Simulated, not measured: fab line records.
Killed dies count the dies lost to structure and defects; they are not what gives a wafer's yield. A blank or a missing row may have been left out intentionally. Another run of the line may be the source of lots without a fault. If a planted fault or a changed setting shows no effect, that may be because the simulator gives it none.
Problem report in the 8D (eight disciplines) form, filled by code / flow sky130 / the parts of the form that need people (team, actions taken, sign-off) are left out

## 1. WHAT IS WRONG
Wafers without a fault read 199.9 nm, standard deviation 1.6; cd nm at SKY_VIA2_CD_MEAS_12 reads a mean of 189.7 nm on 4 wafers belonging to 3 lots. Relative to the usual mean, that is a shift of -6.4 standard deviations.
The step: target cd 200 nm.
First observed at day 37 04:33: wafer L834.6, on cd sem-01. At this step, 33 wafers from 11 lots have a number in the record. Rule for "out", or "out of limits": more than 4 standard deviations from the usual mean. Any other wafer with a number is counted as sound.

## 2. WHAT IT IS, WHAT IT ISN'T
question=which readings at this step | is=cd nm | is not=-
question=which lots | is=L834, L835, L837 | is not=L832, L833, L846, L847, L848, L849, L851, L854
question=which wafers of those lots | is=L834.6, L835.2, L835.3, L837.3 | is not=L834.1, L834.5, L835.5, L837.1, L837.4
question=read on which gauges | is=cd sem-01, cd sem-02 | is not=-
question=when | is=from day 37 04:33 | is not=up to then (8 sound wafers); but 21 sound wafers of L835, L837, L846, L847, L848, L849, L851, L854 came after

## 3. THE SUSPECTS, EACH WITH WHAT RULES IT OUT
Counting: any tool at a process step up to the reading remains a suspect provided it ran every lot that is out. Sound lots after the first of them don't rule it out here, since some wafers of a struck lot are sound.
- the gauge at SKY_VIA2_CD_MEAS_12 is ruled out. The wafers that are out were read on 2 gauges (cd sem-01, cd sem-02).
- krf scanner-02 at SKY_VIA2_EXPOSE_09 (exposes mask VIM2, target cd 200 nm): kept. It ran every lot that is out, first L834 (day 36 15:02); its last sound lot up to then is L833 (day 36 13:04).
The count leaves krf scanner-02 at SKY_VIA2_EXPOSE_09.

## 4. THE CAUSE (what the simulator had put in)
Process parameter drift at SKY_VIA2_EXPOSE_09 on krf scanner-02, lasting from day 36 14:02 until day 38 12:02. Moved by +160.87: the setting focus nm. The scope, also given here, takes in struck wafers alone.
After counting, this tool was the only one left.

## 5. SEQUENCE OF EFFECTS, ordered by route
Rows list readings where the struck wafers' mean (over those with a number) sits beyond 3 standard deviations from the usual. Only readings for which the record gives a usual standard deviation are gone through. hours: the time from each lot's start at the first step in this table that gives one to its start at this step, as a median over the lots. sigmas: the change in usual standard deviations.
hours=0; step=SKY_VIA2_CD_MEAS_12; reading=cd nm; usual=199.9 nm; on struck wafers=189.7; change=-10.2; sigmas=-6.4

## 6. WHAT WOULD HAVE CAUGHT IT SOONER
Counted from the fault's start at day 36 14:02, it took 15 hours until the first out-of-limits reading at a measuring or inspecting step in this record, taken at day 37 04:33.
Of the tool readings at SKY_VIA2_EXPOSE_09 for which the record gives a usual standard deviation, none was out on any struck wafer, so an alarm limit of 4 standard deviations on them would not have fired.
Lots out: 3; of these, L835, L837 started SKY_VIA2_EXPOSE_09 on krf scanner-02 after day 37 04:33. A hold on the tool at that time would have spared those 2.
